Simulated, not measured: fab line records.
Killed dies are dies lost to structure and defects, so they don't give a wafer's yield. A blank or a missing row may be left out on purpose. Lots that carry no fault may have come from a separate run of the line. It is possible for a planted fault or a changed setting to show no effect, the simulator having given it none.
fab line records    flow gf180mcu
[record] lots = 14  wafers = 42  lastDay = 34
route steps=602 shown STI@26 LVPWELL@65 MVSD@70 NSD@243
lots that met no fault: from a run of the same line without faults
startH: start of the lot's first displayed wafer, in hours after the record's first day    waitH: hours since the lot's step before    " unchanged from the row above    L1.1+2: several wafers, shown together as one row    - no value, or no start was given    * or withheld: withheld    < > ~ a bound
route shown NAME@n: names a module that has steps shown in the file, with the first one's number in the route    usual: mean/standard deviation of fault-free wafers    same: alike in all rows    chamber/n: place in a boat    sites: readings site by site    _std_site: the standard deviation of these    _edge_site: inner sites' mean taken away from outer sites' mean    radiusMm: how far each site lies from the wafer's centre    mask NAME#n: copy n    behind: the most recent tool/chamber to have shaped the wafer    hold: reason for holding the lot/hours on hold/outcome of the hold    device: names the non-switching transistor (n, p or np)    end of line: tests run on the same wafers once the route is complete    a step without rows: its recipe alone    killed: not the wafer's yield, but the dies lost to structure and defects at the first sort    map: the dies of a wafer, with x for killed, . for not killed, _ for no die there
set.NAME: setting as actually run; set.NAME@STEP: the setting as run at that earlier step    model.NAME: the simulator's own value behind a step, which no gauge read
steps of the route over a sample of lots; a table a step, a row a wafer
services: a tool's chamber out of use, with start hour (startH, from the record's first day; less than 0 if before it), hours out, and reason
[[steps]]
[step GF_STI_CMP_25]
[recipe] stopOn = Si3N4  tOverpolishS = 33  downForcePsi = 4  platenRpm = 60  targetThkNm = 524.6  padVelocityMS = 0.94248
[usual] motorCurrentA = 12.8/1.5  overpolishRunS = 32.999/0.0095  retainingRingPressureFrac = 1.000/0.0049  slurryFilterDpKPa = 13.49/0.13  timeToEndpointS = 122/5.1
[same] tOverpolishS = 33
lot.wafer  tool    chamber  startH  waitH  motorCurrentA  overpolishRunS  retainingRingPressureFrac  slurryFilterDpKPa  timeToEndpointS
L172.1     cmp-01  2        37.56   0.1    14.1           32.989          0.998                      13.54              124
L172.2     "       1        "       "      10.5           32.995          0.990                      13.45              110
L172.5     "       3        "       "      15.2           33.001          0.989                      13.28              119
L173.4     cmp-01  2        44.18   0.1    13.5           33.009          0.996                      13.33              131
L173.1     "       0        "       "      11.7           33.004          0.998                      13.50              125
L173.6     "       2        "       "      14.9           33.012          1.005                      13.36              126
L174.2     cmp-02  1        47.89   0.1    11.5           33.011          1.004                      13.52              123
L174.6     "       0        "       "      12.9           33.006          1.004                      13.52              120
L174.5     "       1        "       "      11.2           33.007          1.002                      13.43              129
L175.3     cmp-01  0        52.91   0.1    11.4           33.005          0.991                      13.51              122
L175.2     "       2        "       "      14.9           33.006          0.998                      13.31              131
L175.5     "       0        "       "      11.1           33.011          0.998                      13.37              126
L177.3     cmp-01  2        63.87   0.1    15.4           33.003          0.996                      13.33              126
L177.4     "       0        "       "      11.8           32.987          0.998                      13.44              125
L177.5     "       2        "       "      13.9           32.997          0.998                      13.48              127
L178.1     cmp-01  1        70.43   0.1    11.6           33.004          0.996                      13.27              114
L178.4     "       2        "       "      14.8           32.999          0.999                      13.58              125
L178.3     "       3        "       "      15.1           33.005          1.002                      13.43              121
L179.4     cmp-02  3        77.04   0.0    12.0           32.969          1.005                      13.51              124
L179.3     "       2        "       "      11.6           33.027          0.994                      13.46              119
L179.6     "       3        "       "      12.0           33.005          1.006                      13.59              123
L186.1     cmp-02  3        113.41  0.1    12.0           32.998          1.004                      13.51              120
L186.2     "       0        "       "      12.5           33.003          1.004                      13.60              118
L186.3     "       1        "       "      12.2           32.997          0.995                      13.42              115
L187.2     cmp-02  0        116.51  0.1    12.6           32.990          1.001                      13.74              115
L187.6     "       3        "       "      11.9           32.984          1.001                      13.86              126
L187.5     "       0        "       "      12.5           33.006          1.000                      13.30              116
L189.1     cmp-01  3        124.62  0.1    14.9           33.008          0.997                      13.45              121
L189.3     "       0        "       "      11.3           32.984          1.000                      13.50              128
L189.5     "       3        "       "      15.1           32.989          0.994                      13.66              126
L190.3     cmp-01  1        130.40  0.0    10.9           33.009          1.000                      13.37              114
L190.2     "       2        "       "      13.1           32.992          1.005                      13.41              125
L190.1     "       0        "       "      11.4           32.994          1.003                      13.59              119
L191.2     cmp-02  1        139.31  0.1    12.3           33.001          1.005                      13.36              112
L191.1     "       2        "       "      12.8           33.016          0.995                      13.40              115
L191.6     "       1        "       "      11.6           32.996          0.999                      13.40              116
L192.4     cmp-01  3        143.18  0.0    15.0           32.982          0.998                      13.44              116
L192.2     "       2        "       "      13.9           33.010          0.997                      13.50              123
L192.5     "       3        "       "      14.4           32.993          0.995                      13.28              119
L193.4     cmp-01  2        147.07  0.0    13.8           32.989          1.005                      13.46              122
L193.1     "       3        "       "      14.6           33.005          0.994                      13.57              118
L193.5     "       3        "       "      14.8           32.992          0.990                      13.41              121
[step GF_LVPWELL_TW_MEAS_11]
[usual] LVPWELL_TW = 561/3.6
lot.wafer  tool          chamber  startH  waitH  LVPWELL_TW
L172.1     filmMetro-03  -        80.29   0.1    561
L172.2     "             -        "       "      563
L172.5     "             -        "       "      558
L173.1     filmMetro-03  -        86.30   0.1    558
L173.4     "             -        "       "      555
L173.6     "             -        "       "      557
L174.2     filmMetro-04  -        90.36   0.1    568
L174.5     "             -        "       "      566
L174.6     "             -        "       "      566
L175.2     filmMetro-03  -        95.30   0.1    557
L175.3     "             -        "       "      557
L175.5     "             -        "       "      559
L177.3     filmMetro-03  -        107.51  0.1    561
L177.4     "             -        "       "      561
L177.5     "             -        "       "      558
L178.1     filmMetro-03  -        116.31  0.1    556
L178.3     "             -        "       "      555
L178.4     "             -        "       "      556
L179.3     filmMetro-03  -        125.08  0.1    557
L179.4     "             -        "       "      558
L179.6     "             -        "       "      555
L186.1     filmMetro-04  -        161.99  0.1    570
L186.2     "             -        "       "      570
L186.3     "             -        "       "      566
L187.2     filmMetro-03  -        168.76  0.1    564
L187.5     "             -        "       "      559
L187.6     "             -        "       "      559
L189.1     filmMetro-03  -        175.46  0.1    560
L189.3     "             -        "       "      560
L189.5     "             -        "       "      561
L190.1     filmMetro-03  -        180.64  0.1    567
L190.2     "             -        "       "      566
L190.3     "             -        "       "      562
L191.1     filmMetro-03  -        193.20  0.1    558
L191.2     "             -        "       "      561
L191.6     "             -        "       "      561
L192.2     filmMetro-02  -        194.51  0.1    560
L192.4     "             -        "       "      560
L192.5     "             -        "       "      562
L193.1     filmMetro-04  -        198.15  0.1    562
L193.4     "             -        "       "      564
L193.5     "             -        "       "      562
[step GF_MVSD_EXPOSE_04]
[recipe] maskId = MVSD  targetCdNm = 1000  na = 0.6  sourceShape = conventional  sigmaOuter = 0.6  doseMj = 260
[usual] exposureDoseMJCm2 = 260.03/0.25  focusOffsetNm = 0.0/0.51
lot.wafer  tool             chamber  startH  waitH  mask    exposureDoseMJCm2  focusOffsetNm
L172.1     ilineStepper-02  0        86.98   -      MVSD#0  260.24             -0.5
L172.2     "                0        "       "      MVSD#0  259.60             0.0
L172.5     "                0        "       "      MVSD#0  260.03             0.5
L173.1     ilineStepper-02  0        92.88   -      MVSD#0  259.96             0.3
L173.4     "                0        "       "      MVSD#0  260.03             -0.3
L173.6     "                0        "       "      MVSD#0  260.02             -0.2
L174.2     ilineStepper-02  0        97.37   -      MVSD#0  259.89             0.8
L174.5     "                0        "       "      MVSD#0  260.00             -0.4
L174.6     "                0        "       "      MVSD#0  259.41             0.2
L175.2     ilineStepper-02  0        102.47  -      MVSD#0  260.27             0.2
L175.3     "                0        "       "      MVSD#0  260.34             -0.4
L175.5     "                0        "       "      MVSD#0  260.10             -0.1
L177.3     ilineStepper-02  0        115.05  -      MVSD#0  259.55             0.8
L177.4     "                0        "       "      MVSD#0  259.79             0.4
L177.5     "                0        "       "      MVSD#0  259.94             -0.9
L178.1     ilineStepper-02  0        122.85  -      MVSD#0  259.66             0.2
L178.3     "                0        "       "      MVSD#0  259.65             0.1
L178.4     "                0        "       "      MVSD#0  260.38             -0.1
L179.3     ilineStepper-01  0        133.04  -      MVSD#0  260.21             -1.3
L179.4     "                0        "       "      MVSD#0  259.99             -0.7
L179.6     "                0        "       "      MVSD#0  260.04             -1.1
L186.1     ilineStepper-02  -        170.60  -      MVSD#0  -                  -
L186.2     "                -        "       "      MVSD#0  -                  -
L186.3     "                -        "       "      MVSD#0  -                  -
L187.2     ilineStepper-02  -        176.72  -      MVSD#0  -                  -
L187.5     "                -        "       "      MVSD#0  -                  -
L187.6     "                -        "       "      MVSD#0  -                  -
L189.1     ilineStepper-01  0        183.80  -      MVSD#0  260.06             0.3
L189.3     "                0        "       "      MVSD#0  260.16             0.7
L189.5     "                0        "       "      MVSD#0  260.06             0.7
L190.1     ilineStepper-02  0        189.12  -      MVSD#0  259.95             -0.1
L190.2     "                0        "       "      MVSD#0  259.88             -0.5
L190.3     "                0        "       "      MVSD#0  259.87             0.3
L191.1     ilineStepper-01  0        201.88  -      MVSD#0  260.48             0.1
L191.2     "                0        "       "      MVSD#0  259.99             0.3
L191.6     "                0        "       "      MVSD#0  260.51             0.3
L192.2     ilineStepper-01  0        203.22  -      MVSD#0  260.53             0.2
L192.4     "                0        "       "      MVSD#0  260.33             -0.4
L192.5     "                0        "       "      MVSD#0  260.53             -0.2
L193.1     ilineStepper-01  0        206.60  -      MVSD#0  259.76             -1.0
L193.4     "                0        "       "      MVSD#0  259.83             -1.3
L193.5     "                0        "       "      MVSD#0  259.86             -0.2
[step GF_NSD_OVL_MEAS_08]
[usual] NSD_OVL = -0.3/1.4
lot.wafer  tool        chamber  startH  waitH  NSD_OVL[nm]
L172.1     overlay-01  -        312.24  0.1    -0.8
L172.2     "           -        "       "      0.3
L172.5     "           -        "       "      -1.8
L173.1     overlay-02  -        321.79  0.1    -2.3
L173.4     "           -        "       "      0.1
L173.6     "           -        "       "      -2.8
L174.2     overlay-01  -        326.55  0.1    -1.7
L174.5     "           -        "       "      -2.5
L174.6     "           -        "       "      -1.2
L175.2     overlay-02  -        335.14  0.1    -3.1
L175.3     "           -        "       "      0.4
L175.5     "           -        "       "      -1.1
L177.3     overlay-01  -        353.80  0.1    0.2
L177.4     "           -        "       "      0.7
L177.5     "           -        "       "      0.5
L178.1     overlay-01  -        363.54  0.1    1.8
L178.3     "           -        "       "      0.1
L178.4     "           -        "       "      -0.1
L179.3     overlay-01  -        377.40  0.1    0.2
L179.4     "           -        "       "      2.0
L179.6     "           -        "       "      2.1
L186.1     overlay-01  -        436.29  0.1    -0.6
L186.2     "           -        "       "      -0.7
L186.3     "           -        "       "      0.5
L187.2     overlay-02  -        442.14  0.1    -1.5
L187.5     "           -        "       "      -1.3
L187.6     "           -        "       "      -1.4
L189.1     overlay-01  -        458.36  0.1    1.6
L189.3     "           -        "       "      -0.3
L189.5     "           -        "       "      0.8
L190.1     overlay-01  -        461.19  0.1    -1.5
L190.2     "           -        "       "      0.8
L190.3     "           -        "       "      1.5
L191.1     overlay-01  -        479.09  0.1    -1.7
L191.2     "           -        "       "      -2.9
L191.6     "           -        "       "      0.2
L192.2     overlay-02  -        481.72  0.1    -1.2
L192.4     "           -        "       "      -0.1
L192.5     "           -        "       "      0.9
L193.1     overlay-01  -        485.28  0.1    0.0
L193.4     "           -        "       "      -0.6
L193.5     "           -        "       "      -0.8
[[services]]
tool             chamber  startH  hours  kind
cmp-02           -        17.45   0.8    repair
cmp-01           -        35.40   1.9    repair
ilineStepper-01  -        60.17   6.6    repair
cmp-02           -        64.23   4.0    pm
ilineStepper-02  0        64.70   -      calibration
cmp-02           -        68.23   -      consumableReplace:conditioner
cmp-02           -        68.23   -      consumableReplace:pad
cmp-02           -        68.24   3.5    repair
ilineStepper-01  -        108.31  1.7    pm
ilineStepper-01  -        111.47  1.1    repair
cmp-02           -        130.24  5.4    pm
ilineStepper-02  -        152.01  1.7    pm
cmp-01           -        153.04  5.0    pm
cmp-02           -        179.55  1.6    repair
cmp-02           -        188.27  1.3    repair
cmp-01           -        205.18  2.3    repair
[[key]]
[firstSign] step = GF_MVSD_EXPOSE_04  reading = toolRecord  direction = missing
effect none on later readings
metAt GF_MVSD_EXPOSE_04
struckLots L186,L187
sortLeftOut L186.1,L186.2,L186.3,L187.2,L187.5,L187.6
testerLeftOut L186,L187
notActingAt GF_STI_CMP_25,GF_LVPWELL_TW_MEAS_11,GF_NSD_OVL_MEAS_08
onsetBetween 122.85 170.60
[fault] kind = skippedStepWhole  tool = ilineStepper-02  chamber = -  onsetH = 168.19  steps = GF_MVSD_EXPOSE_04  scope = struckLotsOnly
// testerLeftOut: of these lots the tester's yield and bins aren't shown, on N5 and GAA mostly nor the transistor test; their killed dies are dies lost to structure and defects alone, not to doping, threshold or leakage, so they don't give the yield
// sortLeftOut: the simulated sort isn't trusted on such a fault, so these wafers' sort isn't shown, and their yield isn't known
